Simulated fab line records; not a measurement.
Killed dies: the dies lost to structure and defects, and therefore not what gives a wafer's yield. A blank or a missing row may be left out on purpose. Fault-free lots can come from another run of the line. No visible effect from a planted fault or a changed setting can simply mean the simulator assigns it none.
Which of the tools did it? | flow sky130 | 31 wafers from 11 lots sampled at 7 of the route's 708 steps

WHAT THE GAUGES SHOWED, per wafer
The record lacks any reading of a measuring or inspecting step that a usual standard deviation could be used to judge.

WHAT TOOL EACH LOT RAN ON (gives the tool, then ch and the chambers of the sampled wafers, and finally the start)
lot  | SKY_LOCAL_INTERCONNECT_METAL_ETCH_14 | SKY_LOCAL_INTERCONNECT_STRIP_15      | SKY_CONTACT_CVD_00              | SKY_CONTACT_COAT_08               | SKY_CONTACT_ETCH_16                | SKY_CONTACT_STRIP_19                 | SKY_PAD_OPEN_PROBE_99
L195 | rie_metal-03 ch 0, day 30 08:08      | plasma_asher-01 ch 0,1, day 30 08:14 | pecvd-01 ch 0,1,2, day 30 08:50 | litho_track-04 ch 0, day 30 23:09 | rie_diel-01 ch 0,2,3, day 31 13:21 | plasma_asher-03 ch 0,1, day 31 13:29 | prober-01, day 45 19:40
L196 | rie_metal-01 ch 0,1, day 31 04:53    | plasma_asher-02 ch 0,1, day 31 04:56 | pecvd-01 ch 0,1,2, day 31 05:31 | litho_track-02 ch 0, day 31 19:36 | rie_diel-03 ch 0,1,3, day 32 10:21 | plasma_asher-04 ch 0,1, day 32 10:29 | prober-02, day 46 12:47
L200 | rie_metal-03 ch 0,1, day 33 01:15    | plasma_asher-01 ch 0,1, day 33 01:19 | pecvd-02 ch 0,1,2, day 33 01:53 | litho_track-03 ch 0, day 33 15:42 | rie_diel-03 ch 1,2,3, day 34 05:19 | plasma_asher-03 ch 0,1, day 34 05:29 | prober-01, day 47 22:23
L202 | rie_metal-02 ch 0,1, day 33 16:11    | plasma_asher-02 ch 0, day 33 16:14   | pecvd-01 ch 0,2, day 33 16:49   | litho_track-03 ch 0, day 34 06:15 | rie_diel-03 ch 0,1,3, day 34 20:04 | plasma_asher-02 ch 1, day 34 20:11   | prober-01, day 48 08:59
L207 | rie_metal-01 ch 0,1, day 34 15:25    | plasma_asher-02 ch 0,1, day 34 15:29 | pecvd-01 ch 0,2, day 34 16:04   | litho_track-04 ch 0, day 35 05:58 | rie_diel-01 ch 0,2,3, day 35 19:57 | plasma_asher-04 ch 0,1, day 35 20:05 | prober-01, day 49 01:22
L212 | rie_metal-01 ch 0,1, day 36 04:34    | plasma_asher-03 ch 0, day 36 04:38   | pecvd-02 ch 1,2, day 36 05:16   | litho_track-02 ch 0, day 36 18:53 | rie_diel-01 ch 0,1,2, day 37 08:34 | plasma_asher-04 ch 0,1, day 37 08:41 | prober-01, day 50 02:44
L213 | rie_metal-01 ch 0,1, day 36 18:00    | plasma_asher-03 ch 0, day 36 18:04   | pecvd-04 ch 1,2, day 36 18:38   | litho_track-02 ch 0, day 37 07:56 | rie_diel-03 ch 0, day 37 21:10     | plasma_asher-03 ch 0,1, day 37 21:20 | prober-02, day 50 10:17
L214 | rie_metal-01 ch 1, day 36 21:44      | plasma_asher-01 ch 0,1, day 36 21:49 | pecvd-01 ch 0,1, day 36 22:22   | litho_track-02 ch 0, day 37 11:21 | rie_diel-04 ch 3, day 38 00:47     | plasma_asher-03 ch 0,1, day 38 00:56 | prober-01, day 50 12:20
L215 | rie_metal-02 ch 0, day 37 01:52      | plasma_asher-01 ch 0,1, day 37 01:56 | pecvd-02 ch 0,2, day 37 02:31   | litho_track-03 ch 0, day 37 15:37 | rie_diel-04 ch 1,3, day 38 05:07   | plasma_asher-03 ch 0,1, day 38 05:14 | prober-02, day 50 14:22
L216 | rie_metal-02 ch 0,1, day 37 13:41    | plasma_asher-02 ch 0,1, day 37 13:44 | pecvd-04 ch 0,1, day 37 14:20   | litho_track-04 ch 0, day 38 03:49 | rie_diel-04 ch 0,1, day 38 17:01   | plasma_asher-02 ch 0,1, day 38 17:08 | prober-01, day 51 02:53
L218 | rie_metal-03 ch 0,1, day 37 19:47    | plasma_asher-03 ch 0,1, day 37 19:50 | pecvd-02 ch 0,1, day 37 20:26   | litho_track-04 ch 0, day 38 09:37 | rie_diel-01 ch 0,1,3, day 38 22:25 | plasma_asher-04 ch 0,1, day 38 22:32 | prober-01, day 51 04:51
- SKY_LOCAL_INTERCONNECT_METAL_ETCH_14: etches TiN in Cl2/BCl3, stops on PSG, target depth 110 nm, time 31.4 s.
- SKY_LOCAL_INTERCONNECT_STRIP_15: strips in O2/N2.
- SKY_CONTACT_CVD_00: deposits Si3N4, target thk 75 nm.
- SKY_CONTACT_COAT_08: resist thk 60 nm.
- SKY_CONTACT_ETCH_16: etches BARC in N2/H2, stops on SiO2, time 45.9 s, target depth 60 nm.
- SKY_CONTACT_STRIP_19: strips in O2/N2.
- SKY_PAD_OPEN_PROBE_99

AS READ BY THE TOOLS THEMSELVES (means over the sampled wafers that have a number; for cases with no such wafer, the mark the record gives instead)
SKY_LOCAL_INTERCONNECT_METAL_ETCH_14. Usual: drypump_motor_current_A 5.4 A, standard deviation 0.52; oes_product_au 0.939 a.u., standard deviation 0.007; throttle_valve_pct 21.903 %, standard deviation 0.0096.
lot  | tool         | drypump_motor_current_A (A) | oes_product_au (a.u.) | throttle_valve_pct (%) | flag
L195 | rie_metal-03 | 5.2                         | 0.937                 | 21.909                 |
L196 | rie_metal-01 | 5.3                         | 0.942                 | 21.900                 |
L200 | rie_metal-03 | 4.9                         | 0.937                 | 21.904                 |
L202 | rie_metal-02 | 5.5                         | 0.942                 | 21.911                 |
L207 | rie_metal-01 | 5.3                         | 0.941                 | 21.898                 |
L212 | rie_metal-01 | 5.3                         | 0.938                 | 21.907                 |
L213 | rie_metal-01 | 5.3                         | 0.935                 | 21.904                 |
L214 | rie_metal-01 | 5.4                         | 0.937                 | 21.906                 |
L215 | rie_metal-02 | 5.0                         | 0.937                 | 21.893                 |
L216 | rie_metal-02 | 5.5                         | 0.934                 | 21.906                 |
L218 | rie_metal-03 | 5.1                         | 0.939                 | 21.905                 |

SKY_LOCAL_INTERCONNECT_STRIP_15. Usual: drypump_motor_current_A 5.4 A, standard deviation 0.42; oes_product_au 0.427 a.u., standard deviation 0.0044; strip_time_to_endpoint_s 4.727 s, standard deviation 0.02.
lot  | tool            | drypump_motor_current_A (A) | oes_product_au (a.u.) | strip_time_to_endpoint_s (s) | flag
L195 | plasma_asher-01 | 5.4                         | 0.429                 | 4.741                        |
L196 | plasma_asher-02 | 5.5                         | 0.430                 | 4.725                        |
L200 | plasma_asher-01 | 5.8                         | 0.428                 | 4.742                        |
L202 | plasma_asher-02 | 5.0                         | 0.432                 | 4.732                        |
L207 | plasma_asher-02 | 5.5                         | 0.430                 | 4.758                        |
L212 | plasma_asher-03 | 5.3                         | 0.427                 | 4.732                        |
L213 | plasma_asher-03 | 5.3                         | 0.425                 | 4.729                        |
L214 | plasma_asher-01 | 5.5                         | 0.429                 | 4.756                        |
L215 | plasma_asher-01 | 5.4                         | 0.430                 | 4.716                        |
L216 | plasma_asher-02 | 5.3                         | 0.427                 | 4.705                        |
L218 | plasma_asher-03 | 5.3                         | 0.424                 | 4.726                        |

SKY_CONTACT_CVD_00. Usual: heater_power_w reads 734 W (standard deviation 81).
lot  | tool     | heater_power_w (W) | flag
L195 | pecvd-01 | 787                |
L196 | pecvd-01 | 814                |
L200 | pecvd-02 | 729                |
L202 | pecvd-01 | 797                |
L207 | pecvd-01 | 731                |
L212 | pecvd-02 | 771                |
L213 | pecvd-04 | 708                |
L214 | pecvd-01 | 764                |
L215 | pecvd-02 | 676                |
L216 | pecvd-04 | 654                |
L218 | pecvd-02 | 693                |

SKY_CONTACT_COAT_08. Usual: exhaust_pa reads 45.1 Pa (standard deviation 0.88).
lot  | tool           | exhaust_pa (Pa) | flag
L195 | litho_track-04 | 44.6            |
L196 | litho_track-02 | 45.8            |
L200 | litho_track-03 | 45.3            |
L202 | litho_track-03 | 45.0            |
L207 | litho_track-04 | 44.1            |
L212 | litho_track-02 | 44.3            |
L213 | litho_track-02 | 45.4            |
L214 | litho_track-02 | 44.9            |
L215 | litho_track-03 | 46.6            |
L216 | litho_track-04 | 45.9            |
L218 | litho_track-04 | 44.6            |

SKY_CONTACT_ETCH_16. Usual: drypump_motor_current_A 5.8 A, standard deviation 0.45; oes_product_au 0.855 a.u., standard deviation 0.0045; throttle_valve_pct 13.225 %, standard deviation 0.0092.
lot  | tool        | drypump_motor_current_A (A) | oes_product_au (a.u.) | throttle_valve_pct (%) | flag
L195 | rie_diel-01 | 5.4                         | 0.852                 | 13.224                 |
L196 | rie_diel-03 | 6.0                         | 0.854                 | 13.226                 |
L200 | rie_diel-03 | 6.0                         | 0.857                 | 13.237                 |
L202 | rie_diel-03 | 6.0                         | 0.848                 | 13.225                 |
L207 | rie_diel-01 | 5.4                         | 0.853                 | 13.234                 |
L212 | rie_diel-01 | 5.5                         | 0.890                 | 13.230                 | OFF
L213 | rie_diel-03 | 6.2                         | 0.904                 | 13.230                 | OFF
L214 | rie_diel-04 | 5.3                         | 0.906                 | 13.229                 | OFF
L215 | rie_diel-04 | 5.7                         | 0.858                 | 13.220                 |
L216 | rie_diel-04 | 6.0                         | 0.852                 | 13.232                 |
L218 | rie_diel-01 | 5.5                         | 0.854                 | 13.224                 |

SKY_CONTACT_STRIP_19. Usual: drypump_motor_current_A 5.4 A, standard deviation 0.31; oes_product_au 0.381 a.u., standard deviation 0.0049; strip_time_to_endpoint_s 3.63 s, standard deviation 0.034.
lot  | tool            | drypump_motor_current_A (A) | oes_product_au (a.u.) | strip_time_to_endpoint_s (s) | flag
L195 | plasma_asher-03 | 5.3                         | 0.382                 | 3.65                         |
L196 | plasma_asher-04 | 5.3                         | 0.384                 | 3.63                         |
L200 | plasma_asher-03 | 5.3                         | 0.379                 | 3.63                         |
L202 | plasma_asher-02 | 5.7                         | 0.384                 | 3.66                         |
L207 | plasma_asher-04 | 5.6                         | 0.380                 | 3.66                         |
L212 | plasma_asher-04 | 5.6                         | 0.389                 | 3.67                         |
L213 | plasma_asher-03 | 5.2                         | 0.385                 | 3.71                         |
L214 | plasma_asher-03 | 5.2                         | 0.378                 | 3.71                         |
L215 | plasma_asher-03 | 5.3                         | 0.379                 | 3.65                         |
L216 | plasma_asher-02 | 5.5                         | 0.384                 | 3.63                         |
L218 | plasma_asher-04 | 5.6                         | 0.381                 | 3.61                         |

SKY_PAD_OPEN_PROBE_99. Usual: killed_at_M0_to_M3 43, standard deviation 6.6; killed_at_M4_up 2.9, standard deviation 1.6; killed_at_contacts 24, standard deviation 4.9; killed_at_front_end 15, standard deviation 4.5; killed_at_other 0.2, standard deviation 0.45; killed_dies 86, standard deviation 8.8; killed_open 48, standard deviation 6.4; killed_short 38, standard deviation 5.6.
lot  | tool      | killed_at_M0_to_M3 | killed_at_M4_up | killed_at_contacts | killed_at_front_end | killed_at_other | killed_dies | killed_open | killed_short | flag
L195 | prober-01 | 40                 | 3.3             | 18                 | 15                  | 0.7             | 77          | 42          | 34           |
L196 | prober-02 | 50                 | 3.3             | 23                 | 11                  | 1.0             | 87          | 47          | 41           |
L200 | prober-01 | 46                 | 3.7             | 26                 | 17                  | 0.0             | 92          | 53          | 39           |
L202 | prober-01 | 45                 | 2.7             | 27                 | 16                  | 0.0             | 91          | 49          | 41           |
L207 | prober-01 | 42                 | 3.7             | 24                 | 22                  | 0.0             | 92          | 54          | 38           |
L212 | prober-01 | 47                 | 3.0             | 18                 | 15                  | 0.0             | 84          | 51          | 33           |
L213 | prober-02 | 44                 | 3.0             | 28                 | 19                  | 0.0             | 94          | 53          | 41           |
L214 | prober-01 | 39                 | 2.0             | 24                 | 25                  | 0.0             | 90          | 50          | 41           |
L215 | prober-02 | 44                 | 2.0             | 25                 | 15                  | 1.0             | 88          | 46          | 42           |
L216 | prober-01 | 36                 | 4.0             | 29                 | 8                   | 0.0             | 77          | 42          | 35           |
L218 | prober-01 | 40                 | 3.0             | 22                 | 16                  | 0.0             | 81          | 46          | 35           |

THE ANSWER, worked out from the rows above alone
Rule: a lot counts as off when the mean over its wafers that have a number is more than 3 standard deviations away from the usual mean. A lot without any number at a reading at which 4 lots or more have one is off too. All remaining lots with rows at the step are treated as sound. Order of review: gauges by route order, followed by the tools' own readings, for which a lot's mean as printed above is used. At the first step where some lot is off, the reading lying furthest off is the one used; lots without a number count as furthest.
Off, at SKY_CONTACT_ETCH_16 on oes_product_au: L212, L213, L214.
If a tool, at that step or one of the process steps before it, ran each lot that is off and ran no sound lot following the first of them, it fits. Undecided on this evidence; 2 tools fit (rie_metal-01 at SKY_LOCAL_INTERCONNECT_METAL_ETCH_14, litho_track-02 at SKY_CONTACT_COAT_08).

WHAT THE SIMULATOR HAD PUT IN
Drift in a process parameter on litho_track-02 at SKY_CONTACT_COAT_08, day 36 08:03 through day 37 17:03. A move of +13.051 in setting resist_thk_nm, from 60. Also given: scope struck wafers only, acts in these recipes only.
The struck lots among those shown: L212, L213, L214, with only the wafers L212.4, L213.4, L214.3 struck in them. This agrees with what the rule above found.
